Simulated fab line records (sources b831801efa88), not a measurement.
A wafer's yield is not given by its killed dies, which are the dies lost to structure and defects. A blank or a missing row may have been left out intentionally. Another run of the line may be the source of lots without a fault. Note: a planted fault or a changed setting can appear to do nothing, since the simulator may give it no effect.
The tool behind it: which one? | flow gf180mcu | 13 lots with 39 wafers sampled at 4 steps, on a route of 602 steps

WHAT EACH GAUGE READ, for each wafer
GF_M4_OVL_MEAS_15.
lot  | measured     | on         | M4_OVL (nm)
L268 | day 23 08:34 | overlay-02 | 1 -3 -1
L269 | day 23 15:19 | overlay-02 | -9 -2 -3
L270 | day 24 00:19 | overlay-01 | -4 -1 2
L271 | day 24 05:49 | overlay-02 | 9 4 9
L272 | day 24 19:16 | overlay-02 | 7 10 11
L274 | day 25 16:20 | overlay-01 | -2 2 6
L280 | day 27 11:35 | overlay-02 | 0 0 9
L283 | day 28 09:49 | overlay-02 | 11 2 8
L284 | day 28 12:16 | overlay-02 | -3 0 4
L285 | day 28 17:58 | overlay-02 | 11 10 7
L288 | day 29 18:43 | overlay-01 | -7 -1 -1
L289 | day 30 03:25 | overlay-01 | 9 7 6
L291 | day 30 09:40 | overlay-02 | 8 5 4

GF_V5_THK_MEAS_03.
lot  | measured     | on            | V5_CVD_02_THK (nm)
L268 | day 26 07:17 | film-metro-02 | 1449 1485 1463
L269 | day 26 11:55 | film-metro-01 | 1449 1411 1443
L270 | day 26 20:24 | film-metro-02 | 1441 1452 1454
L271 | day 27 01:33 | film-metro-03 | 1459 1487 1475
L272 | day 27 14:11 | film-metro-01 | 1454 1446 1478
L274 | day 28 10:43 | film-metro-01 | 1454 1468 1459
L280 | day 30 01:41 | film-metro-03 | 1437 1478 1476
L283 | day 31 00:17 | film-metro-03 | 1448 1442 1454
L284 | day 31 00:58 | film-metro-03 | 1428 1450 1438
L285 | day 31 05:00 | film-metro-01 | 1443 1465 1477
L288 | day 32 03:09 | film-metro-02 | 1452 1482 1484
L289 | day 32 12:40 | film-metro-03 | 1460 1469 1457
L291 | day 32 18:07 | film-metro-01 | 1427 1429 1437

GF_PASSIVATION_BOW_MEAS_14.
lot  | measured     | on            | PASSIVATION_BOW (um)
L268 | day 28 23:45 | film-metro-03 | 146 133 143
L269 | day 29 04:55 | film-metro-04 | 123 114 128
L270 | day 29 12:58 | film-metro-03 | 150 149 154
L271 | day 29 16:43 | film-metro-02 | 141 139 145
L272 | day 30 05:02 | film-metro-04 | 137 125 135
L274 | day 30 23:27 | film-metro-04 | 129 129 122
L280 | day 32 12:13 | film-metro-02 | 128 143 142
L283 | day 33 07:13 | film-metro-03 | 148 147 146
L284 | day 33 07:50 | film-metro-03 | 128 113 140
L285 | day 33 12:26 | film-metro-02 | 147 150 135
L288 | day 34 07:03 | film-metro-04 | 144 132 133
L289 | day 34 15:35 | film-metro-03 | 129 134 131
L291 | day 34 20:50 | film-metro-04 | 139 129 142

WHICH TOOL RAN EACH LOT (tool, then ch and the chambers of the sampled wafers, then the start)
lot  | GF_DNWELL_DEVELOP_06
L268 | litho-track-04 ch 0, day 2 19:00
L269 | litho-track-03 ch 0, day 3 00:00
L270 | litho-track-02 ch 0, day 3 04:00
L271 | litho-track-04 ch 0, day 3 10:00
L272 | litho-track-04 ch 0, day 3 15:00
L274 | litho-track-04 ch 0, day 4 01:00
L280 | litho-track-04 ch 0, day 5 11:00
L283 | litho-track-02 ch 0, day 6 02:00
L284 | litho-track-03 ch 0, day 6 07:00
L285 | litho-track-03 ch 0, day 6 12:00
L288 | litho-track-02 ch 0, day 7 04:00
L289 | litho-track-02 ch 0, day 7 13:00
L291 | litho-track-03 ch 0, day 7 21:00
- GF_DNWELL_DEVELOP_06: develop time 60 s.

AS READ BY THE TOOLS THEMSELVES (means over the sampled wafers that have a number; for cases with no such wafer, the mark the record gives instead)
GF_DNWELL_DEVELOP_06.
lot  | tool           | developer-temp-C (C) | resist-line-temp-C (C)
L268 | litho-track-04 | 22.94                | 22.86
L269 | litho-track-03 | 23.06                | 23.14
L270 | litho-track-02 | 22.96                | 22.94
L271 | litho-track-04 | 22.82                | 23.10
L272 | litho-track-04 | 22.98                | 22.99
L274 | litho-track-04 | 23.06                | 23.06
L280 | litho-track-04 | 22.91                | 23.01
L283 | litho-track-02 | 23.00                | 23.12
L284 | litho-track-03 | 22.95                | 22.99
L285 | litho-track-03 | 23.04                | 23.08
L288 | litho-track-02 | 22.89                | 22.95
L289 | litho-track-02 | 23.09                | 23.00
L291 | litho-track-03 | 23.06                | 23.00

THE ANSWER, worked out from the rows above alone
Rule: usual is defined by the lots themselves. Put in order of their means at a reading, lots are off if they are a third of the lots or fewer, leave a main group of 4 or more, and stand apart from it by a gap of 3 or more times the standard deviation of the main group's means; of several such gaps the widest counts. A main group is skipped when, at the precision printed for the reading in the tables above, its means are all equal. A lot without any number at a reading at which 4 lots or more have one is off too. Any other lot the step has rows for is counted as sound. Order of review: gauges by route order, followed by the tools' own readings, for which a lot's mean as printed above is used. At the first step where some lot is off, the reading lying furthest off is the one used; lots without a number count as furthest.
No lot is off on any of the readings shown, so nothing can be concluded from this.

WHAT THE SIMULATOR HAD PUT IN
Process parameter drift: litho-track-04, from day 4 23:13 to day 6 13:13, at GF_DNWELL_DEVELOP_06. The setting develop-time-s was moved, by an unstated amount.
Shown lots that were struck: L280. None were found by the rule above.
